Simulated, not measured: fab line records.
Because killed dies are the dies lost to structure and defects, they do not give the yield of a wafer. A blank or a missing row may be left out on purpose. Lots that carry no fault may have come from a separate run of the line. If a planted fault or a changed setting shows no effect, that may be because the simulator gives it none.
Chamber matching / flow gf180mcu / hdpcvd-02 running GF_V3_CVD_00: 3 sister chambers
The step deposits SiO2, target thk 600 nm, time 100 s. 16 wafers are shown with their chamber, then 8 later ones without.

## WAFERS WITH THEIR CHAMBER
wafer=L301.1; chamber=0; sih4_flow_sccm (sccm)=59.90
wafer=L301.2; chamber=1; sih4_flow_sccm (sccm)=60.02
wafer=L301.3; chamber=2; sih4_flow_sccm (sccm)=60.26
wafer=L302.1; chamber=2; sih4_flow_sccm (sccm)=59.73
wafer=L302.5; chamber=0; sih4_flow_sccm (sccm)=60.16
wafer=L302.6; chamber=2; sih4_flow_sccm (sccm)=59.92
wafer=L304.1; chamber=1; sih4_flow_sccm (sccm)=59.97
wafer=L304.2; chamber=2; sih4_flow_sccm (sccm)=60.13
wafer=L304.5; chamber=1; sih4_flow_sccm (sccm)=60.23
wafer=L309.3; chamber=1; sih4_flow_sccm (sccm)=60.03
wafer=L309.4; chamber=2; sih4_flow_sccm (sccm)=59.81
wafer=L309.6; chamber=2; sih4_flow_sccm (sccm)=59.71
wafer=L318.1; chamber=2; sih4_flow_sccm (sccm)=60.02
wafer=L318.2; chamber=1; sih4_flow_sccm (sccm)=60.31
wafer=L318.3; chamber=0; sih4_flow_sccm (sccm)=59.69
wafer=L320.1; chamber=1; sih4_flow_sccm (sccm)=60.15

SIGNATURES, as means of the wafers listed above
reading=sih4_flow_sccm; chamber 0=59.9167; chamber 1=60.1183; chamber 2=59.9400; scatter within a chamber=0.188
Rule: a wafer lies at a distance from a chamber equal to the root of the sum of squares, over the readings, of (its reading less the chamber's mean, divided by the reading's scatter). The wafer belongs to the nearest chamber; if the next one is less than 2 further off, it can't be placed. How the scatter is found: for the shown wafers, subtract from each reading the mean of its chamber, square and add these, divide the total by (wafers less chambers), then take the root.

## WAFERS WITH NO CHAMBER GIVEN
wafer=L320.2; sih4_flow_sccm (sccm)=59.72
wafer=L320.4; sih4_flow_sccm (sccm)=59.70
wafer=L321.3; sih4_flow_sccm (sccm)=59.93
wafer=L321.4; sih4_flow_sccm (sccm)=60.31
wafer=L321.6; sih4_flow_sccm (sccm)=60.31
wafer=L323.1; sih4_flow_sccm (sccm)=60.44
wafer=L323.5; sih4_flow_sccm (sccm)=60.27
wafer=L323.6; sih4_flow_sccm (sccm)=60.08

## THE CHAMBER EACH PASSED THROUGH
wafer=L320.2; from the rows above=can't be placed: 0 or 2 or 1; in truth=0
wafer=L320.4; from the rows above=can't be placed: 0 or 2 or 1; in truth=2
wafer=L321.3; from the rows above=can't be placed: 2 or 0 or 1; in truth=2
wafer=L321.4; from the rows above=can't be placed: 1 or 2 or 0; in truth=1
wafer=L321.6; from the rows above=can't be placed: 1 or 2 or 0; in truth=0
wafer=L323.1; from the rows above=can't be placed: 1 or 2 or 0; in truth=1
wafer=L323.5; from the rows above=can't be placed: 1 or 2 or 0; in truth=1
wafer=L323.6; from the rows above=can't be placed: 1 or 2 or 0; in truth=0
Placed correctly: 0 of 8. These rows do not allow placing 8 (true chamber among the candidates in 8). Number placed wrongly: 0.
